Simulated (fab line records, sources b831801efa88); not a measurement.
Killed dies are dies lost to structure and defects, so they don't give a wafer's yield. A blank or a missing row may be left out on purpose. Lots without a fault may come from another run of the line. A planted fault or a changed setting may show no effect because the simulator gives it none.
fab line records | flow sky130
record lots=13 wafers=39 last_day=50
route steps=708 shown VT_ADJUST_LVTN@118 VT_ADJUST_NCORE@125 VT_ADJUST_HVTR@141 VT_ADJUST_PCH@153
lots that met no fault: from a run of the same line without faults
start_h: hours from the record's first day to the start of the lot's first wafer shown | wait_h: hours since the lot's step before | " the same as in the row above | L1.1+2: a row that stands for several wafers | - no value, or no start given | * or withheld: withheld | < > ~ a bound
route shown NAME@n: a module of which the file shows steps, and the number in the route of the first | usual: mean/standard deviation of fault-free wafers | same: alike in all rows | chamber/n: place in a boat | sites: the reading at each site | _std_site: their standard deviation | _edge_site: outer sites' mean less inner sites' | radius_mm: how far each site lies from the wafer's centre | mask NAME#n: copy n | behind: the tool/chamber that last shaped the wafer | hold: why the lot was held/for how many hours/how that ended | device: the transistor (n, p or np) that didn't switch | end of line: the same wafers' tests at the end of the route | a step without rows: its recipe alone | killed: dies lost to structure and defects at the first sort, not the wafer's yield | map: a wafer's dies, x killed, . not, _ none there
set.NAME: the setting as run; set.NAME@STEP: as run at that earlier step | model.NAME: the simulator's own value behind a step, which no gauge read
steps of the route over a sample of lots; a table a step, a row a wafer
services: from which hour (start_h, from the record's first day; less than 0 if before it) a tool's chamber was out of use, for how many hours, and why
## steps
# step SKY_VT_ADJUST_LVTN_TW_MEAS_21
# usual VT_ADJUST_LVTN_2_TW=187.6/2.4
# columns lot.wafer tool chamber start_h wait_h VT_ADJUST_LVTN_2_TW
L639.3 film_metro-02 - 182.80 0.1 184.3
L639.4 " - " " 184.7
L639.5 " - " " 183.3
L641.1 film_metro-01 - 193.64 0.1 191.7
L641.4 " - " " 190.5
L641.5 " - " " 191.5
L642.2 film_metro-01 - 194.49 0.1 191.4
L642.3 " - " " 190.1
L642.4 " - " " 190.8
L643.3 film_metro-01 - 206.49 0.1 190.2
L643.4 " - " " 190.3
L643.5 " - " " 190.5
L645.1 film_metro-04 - 208.58 0.1 187.9
L645.2 " - " " 188.3
L645.3 " - " " 187.2
L648.1 film_metro-02 - 232.99 0.1 186.0
L648.4 " - " " 185.4
L648.6 " - " " 186.2
L653.1 film_metro-02 - 266.24 0.1 184.9
L653.3 " - " " 184.0
L653.6 " - " " 185.3
L654.2 film_metro-04 - 269.24 0.1 187.1
L654.4 " - " " 186.8
L654.5 " - " " 186.7
L655.1 film_metro-02 - 275.38 0.1 184.8
L655.2 " - " " 184.5
L655.4 " - " " 185.8
L656.1 film_metro-01 - 281.88 0.1 191.2
L656.2 " - " " 190.7
L656.3 " - " " 189.9
L659.1 film_metro-04 - 303.38 0.1 188.4
L659.3 " - " " 188.7
L659.4 " - " " 188.8
L660.4 film_metro-04 - 319.72 0.1 186.9
L660.5 " - " " 186.5
L660.6 " - " " 186.9
L661.1 film_metro-04 - 325.21 0.1 187.3
L661.3 " - " " 186.7
L661.4 " - " " 187.2
# step SKY_VT_ADJUST_NCORE_DEVELOP_06
# recipe resist=NOVOLAK developer=TMAH develop_time_s=60 dev_temp_c=23
# columns lot.wafer tool chamber start_h wait_h
L639.3+4+5 litho_track-03 0 203.65 0.1
L641.1+4+5 litho_track-03 0 215.25 0.1
L642.2+3+4 litho_track-04 0 215.64 0.1
L643.3+4+5 litho_track-04 0 228.72 0.1
L645.1+2+3 litho_track-04 0 230.27 0.1
L648.1+4+6 litho_track-03 0 256.30 0.1
L653.1+3+6 litho_track-04 0 290.72 0.1
L654.2+4+5 litho_track-04 0 293.94 0.1
L655.1+2+4 litho_track-04 0 300.07 0.1
L656.1+2+3 litho_track-02 0 307.13 0.1
L659.1+3+4 litho_track-04 0 330.02 0.1
L660.4+5+6 litho_track-04 0 346.39 0.1
L661.1+3+4 litho_track-03 0 352.20 0.1
# step SKY_VT_ADJUST_NCORE_CD_MEAS_07
# recipe target_cd_nm=380
# usual cd_nm=381.0/2.6
# columns lot.wafer tool chamber start_h wait_h cd_nm
L639.3 cd_sem-02 - 203.79 0.1 380.5
L639.4 " - " " 383.9
L639.5 " - " " 381.6
L641.1 cd_sem-02 - 215.40 0.1 381.0
L641.4 " - " " 383.6
L641.5 " - " " 382.5
L642.2 cd_sem-01 - 215.79 0.1 376.6
L642.3 " - " " 375.9
L642.4 " - " " 377.8
L643.3 cd_sem-02 - 228.86 0.1 380.0
L643.4 " - " " 381.5
L643.5 " - " " 379.3
L645.1 cd_sem-02 - 230.42 0.1 380.7
L645.2 " - " " 381.6
L645.3 " - " " 383.3
L648.1 cd_sem-01 - 256.45 0.1 364.9
L648.4 " - " " 366.8
L648.6 " - " " 380.4
L653.1 cd_sem-01 - 290.87 0.1 382.0
L653.3 " - " " 382.7
L653.6 " - " " 381.9
L654.2 cd_sem-01 - 294.09 0.1 383.4
L654.4 " - " " 380.7
L654.5 " - " " 383.4
L655.1 cd_sem-02 - 300.22 0.1 381.1
L655.2 " - " " 380.2
L655.4 " - " " 379.4
L656.1 cd_sem-01 - 307.28 0.1 381.7
L656.2 " - " " 384.2
L656.3 " - " " 383.3
L659.1 cd_sem-01 - 330.17 0.1 384.3
L659.3 " - " " 381.9
L659.4 " - " " 382.5
L660.4 cd_sem-02 - 346.53 0.1 376.4
L660.5 " - " " 375.3
L660.6 " - " " 376.7
L661.1 cd_sem-01 - 352.35 0.1 378.9
L661.3 " - " " 377.4
L661.4 " - " " 379.9
# step SKY_VT_ADJUST_HVTR_STRIP_10
# recipe chemistry=O2/N2 power_w=1400 pressure_mtorr=1500 platen_temp_c=withheld o2_flow_sccm=3000 n2_flow_sccm=300 overash_fraction=0.5
# usual drypump_motor_current_A=5.69/0.19 oes_product_au=0.716/0.0048 strip_time_to_endpoint_s=14.17/0.036
# columns lot.wafer tool chamber start_h wait_h drypump_motor_current_A oes_product_au rf_hours_counter_h strip_time_to_endpoint_s
L639.3 plasma_asher-01 0 226.34 0.1 5.75 0.708 - 14.14
L639.4 " 1 " " 5.74 0.716 - 14.18
L639.5 " 1 " " 5.73 0.713 - 14.14
L641.1 plasma_asher-03 1 239.00 0.1 5.69 0.713 42 14.15
L641.4 " 0 " " 5.99 0.719 - 14.15
L641.5 " 1 " " 5.68 0.718 - 14.13
L642.2 plasma_asher-03 1 239.24 0.1 5.68 0.715 42 14.21
L642.3 " 1 " " 5.68 0.721 - 14.16
L642.4 " 0 " " 5.97 0.721 - 14.23
L643.3 plasma_asher-01 1 252.64 0.1 5.72 0.718 - 14.14
L643.4 " 0 " " 5.75 0.721 - 14.20
L643.5 " 1 " " 5.72 0.713 - 14.17
L645.1 plasma_asher-01 0 255.07 0.1 5.76 0.724 14 14.15
L645.2 " 1 " " 5.74 0.717 14 14.18
L645.3 " 1 " " 5.73 0.714 - 14.19
L648.1 plasma_asher-04 1 281.60 0.1 5.65 0.724 56 14.24
L648.4 " 0 " " 5.28 0.711 - 14.18
L648.6 " 1 " " 5.65 0.718 - 14.19
L653.1 plasma_asher-01 0 317.42 0.1 5.75 0.718 19 14.19
L653.3 " 1 " " 5.73 0.715 - 14.20
L653.6 " 1 " " 5.73 0.705 - 14.17
L654.2 plasma_asher-01 1 320.97 0.1 5.72 0.718 20 14.15
L654.4 " 0 " " 5.76 0.716 - 14.13
L654.5 " 1 " " 5.72 0.719 - 14.16
L655.1 plasma_asher-03 0 327.51 0.1 5.97 0.711 51 14.19
L655.2 " 1 " " 5.70 0.721 51 14.20
L655.4 " 0 " " 5.96 0.706 - 14.22
L656.1 plasma_asher-01 1 333.77 0.1 5.73 0.713 21 14.13
L656.2 " 0 " " 5.75 0.719 21 14.18
L656.3 " 1 " " 5.75 0.721 - 14.14
L659.1 plasma_asher-03 0 358.30 0.1 5.97 0.716 54 14.17
L659.3 " 1 " " 5.68 0.717 - 14.16
L659.4 " 0 " " 5.98 0.713 - 14.14
L660.4 plasma_asher-04 0 374.98 0.1 5.29 0.716 - 14.21
L660.5 " 0 " " 5.29 0.714 - 14.18
L660.6 " 1 " " 5.64 0.715 - 14.15
L661.1 plasma_asher-03 1 380.80 0.1 5.68 0.712 56 14.15
L661.3 " 0 " " 5.94 0.713 - 14.15
L661.4 " 1 " " 5.67 0.713 - 14.12
# step SKY_VT_ADJUST_PCH_TW_MEAS_10
# usual VT_ADJUST_PCH_TW=142.5/1.7
# columns lot.wafer tool chamber start_h wait_h VT_ADJUST_PCH_TW
L639.3 film_metro-03 - 250.02 0.1 142.7
L639.4 " - " " 143.0
L639.5 " - " " 142.8
L641.1 film_metro-03 - 263.25 0.1 142.3
L641.4 " - " " 143.2
L641.5 " - " " 142.1
L642.2 film_metro-02 - 263.55 0.1 140.6
L642.3 " - " " 140.6
L642.4 " - " " 139.6
L643.3 film_metro-01 - 276.43 0.1 143.6
L643.4 " - " " 144.3
L643.5 " - " " 144.3
L645.1 film_metro-02 - 280.56 0.1 140.2
L645.2 " - " " 140.0
L645.3 " - " " 139.6
L648.1 film_metro-01 - 306.79 0.1 144.5
L648.4 " - " " 145.0
L648.6 " - " " 144.0
L653.1 film_metro-01 - 345.15 0.1 144.2
L653.3 " - " " 144.4
L653.6 " - " " 143.0
L654.2 film_metro-03 - 348.10 0.1 142.3
L654.4 " - " " 143.1
L654.5 " - " " 143.5
L655.1 film_metro-02 - 354.79 0.1 141.3
L655.2 " - " " 140.1
L655.4 " - " " 141.0
L656.1 film_metro-02 - 361.96 0.1 140.7
L656.2 " - " " 140.4
L656.3 " - " " 140.7
L659.1 film_metro-02 - 387.74 0.1 140.8
L659.3 " - " " 140.4
L659.4 " - " " 141.3
L660.4 film_metro-01 - 404.62 0.1 143.7
L660.5 " - " " 144.6
L660.6 " - " " 143.1
L661.1 film_metro-03 - 409.44 0.1 143.5
L661.3 " - " " 143.2
L661.4 " - " " 142.9
## services
# columns tool chamber start_h hours kind
litho_track-04 - 211.55 - consumable_replace:filter
plasma_asher-04 - 234.59 5.4 repair
plasma_asher-03 - 295.75 0.7 repair
plasma_asher-01 - 297.31 3.7 repair
plasma_asher-04 - 362.06 2.8 pm
## key
first_sign step=SKY_VT_ADJUST_NCORE_CD_MEAS_07 reading=cd_nm direction=down sigmas=5.9 usual=381.0 struck=365.8
effect none on later readings
met_at SKY_VT_ADJUST_NCORE_DEVELOP_06
struck_lots L648
struck_wafers L648.1,L648.4
tester_left_out L648
not_acting_at SKY_VT_ADJUST_LVTN_TW_MEAS_21,SKY_VT_ADJUST_HVTR_STRIP_10,SKY_VT_ADJUST_PCH_TW_MEAS_10
onset_between 215.25 256.30
fault kind=process_parameter_drift tool=litho_track-03 chamber=- onset_h=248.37 steps=SKY_VT_ADJUST_NCORE_DEVELOP_06 channel=develop_time_s offset=* shape=step end_h=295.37 scope=struck_wafers_only acts_in=* stated=*
# tester_left_out: of these lots the tester's yield and bins aren't shown, on N5 and GAA mostly nor the transistor test; their killed dies are dies lost to structure and defects alone, not to doping, threshold or leakage, so they don't give the yield
